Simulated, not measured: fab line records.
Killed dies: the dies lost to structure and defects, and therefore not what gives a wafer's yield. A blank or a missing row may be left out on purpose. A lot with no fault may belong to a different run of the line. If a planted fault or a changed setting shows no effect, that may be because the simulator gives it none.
Split-lot study    flow gf180mcu    on a route of 602 steps: 5 lots, 23 wafers read

## ON THE SPLIT
At GF_NSD_COAT_02 (resist thk 1000 nm), the setting spin-rpm was moved away from the recipe's 3000 rpm on 6 of the 23 wafers read, by +4.6% to +6.3%. This setting was run at the recipe's value on the other wafers.

The reading is taken at the split's own step.

## THE READING
NOVOLAK_of_NSD_COAT_02.thk-nm (the simulator's own value, which no gauge read), in nm, at GF_NSD_COAT_02 (resist thk 1000 nm). There is no usual value for it anywhere in the file. The 17 wafers here that ran the recipe average 999.4 nm, standard deviation 2.7 nm.

wafer   tool, chamber at the split  spin-rpm as run, rpm  against the recipe  NOVOLAK_of_NSD_COAT_02.thk-nm, nm  against lot-mates on the recipe
L074.1  litho-track-02, 0           3000                  recipe              1005                               -
L074.3  litho-track-02, 0           3000                  recipe              1003                               -
L074.4  litho-track-02, 0           3000                  recipe              1001                               -
L074.5  litho-track-02, 0           3000                  recipe              1001                               -
L074.6  litho-track-02, 0           3000                  recipe              1002                               -
L076.1  litho-track-02, 0           3000                  recipe              997.7                              -
L076.2  litho-track-02, 0           3000                  recipe              996.6                              -
L076.6  litho-track-02, 0           3000                  recipe              996.6                              -
L076.4  litho-track-02, 0           3000                  recipe              996.3                              -
L076.5  litho-track-02, 0           3000                  recipe              997.3                              -
L077.1  litho-track-03, 0           3190                  +6.3%               966.7                              -30.3
L077.2  litho-track-03, 0           3190                  +6.3%               967.5                              -29.5
L077.3  litho-track-03, 0           3000                  recipe              996                                -
L077.4  litho-track-03, 0           3000                  recipe              998.1                              -
L077.5  litho-track-03, 0           3190                  +6.3%               966.6                              -30.4
L079.1  litho-track-04, 0           3000                  recipe              997.1                              -
L079.2  litho-track-04, 0           3000                  recipe              999.2                              -
L079.5  litho-track-04, 0           3000                  recipe              998.5                              -
L082.1  litho-track-02, 0           3139                  +4.6%               982.5                              -20.0
L082.2  litho-track-02, 0           3139                  +4.6%               980.8                              -21.7
L082.4  litho-track-02, 0           3139                  +4.6%               981.6                              -20.9
L082.5  litho-track-02, 0           3000                  recipe              1003                               -
L082.6  litho-track-02, 0           3000                  recipe              1002                               -

FIT RESULTS
A straight line over all 23 wafers: NOVOLAK_of_NSD_COAT_02.thk-nm changes by -4.71 nm for each +1% of spin-rpm; r = -0.97; the points scatter about the line by 3.1 nm.
The same after taking each lot's own level away (the mean of its wafers on the recipe; 23 wafers): -4.67 nm for each +1%; r = -1.00; scatter 1 nm.
According to that fit, moving spin-rpm by its largest amount changes the reading by 30 nm.
From 996.90 to 1002.50 nm: that is the span of the lots' own levels, equal to 2.0 times the standard deviation above.
The two slopes are in agreement: the lot-to-lot level therefore moves the slope only a little.
Check: with one of the wafers moved furthest among these (+6.3%) left out of the fit, the line predicts -29.3 nm for it against its lot-mates. It came out at -30.3 nm against them.

## OTHER SPLITS APPLIED TO THESE WAFERS
Other splits were also applied to these wafers ahead of the reading. Each is held against what the fit with the lots' levels taken away leaves over:
other split on the same wafers       wafers away from the commonest value  r with NOVOLAK_of_NSD_COAT_02.thk-nm (lot level and that fit taken away)
GF_POLY_GATE_ETCH_12 source-w        5                                     +0.31
GF_HV_LDD_IMPLANT_09 energy-kev      5                                     -0.09
GF_HV_LDD_DEVELOP_18 develop-time-s  7                                     +0.08
GF_HV_LDD_DEVELOP_30 develop-time-s  11                                    -0.14
GF_HV_LDD_COAT_41 resist-thk-nm      4                                     +0.17
GF_HV_LDD_CVD_56 time-s              15                                    -0.08

## THE WHOLE CHAIN: every reading that the file lists as answering this split, in the file's order
step             what it does        reading                                                                         change (the file's fit)                                                                 r (the file's)
GF_NSD_COAT_02   resist thk 1000 nm  NOVOLAK_of_NSD_COAT_02.thk-nm (the simulator's own value, which no gauge read)  -4.66 nm for each +1% of the setting                                                    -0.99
GF_NSD_STRIP_11  strips in O2/N2     strip-time-to-endpoint-s                                                        withheld for each +1% of the setting, in a fit together with energy-kev@NSD_IMPLANT_09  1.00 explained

## FILE'S OWN FIT
NOVOLAK_of_NSD_COAT_02.thk-nm changes by -4.66 nm for each +1% of spin-rpm, r = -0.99.
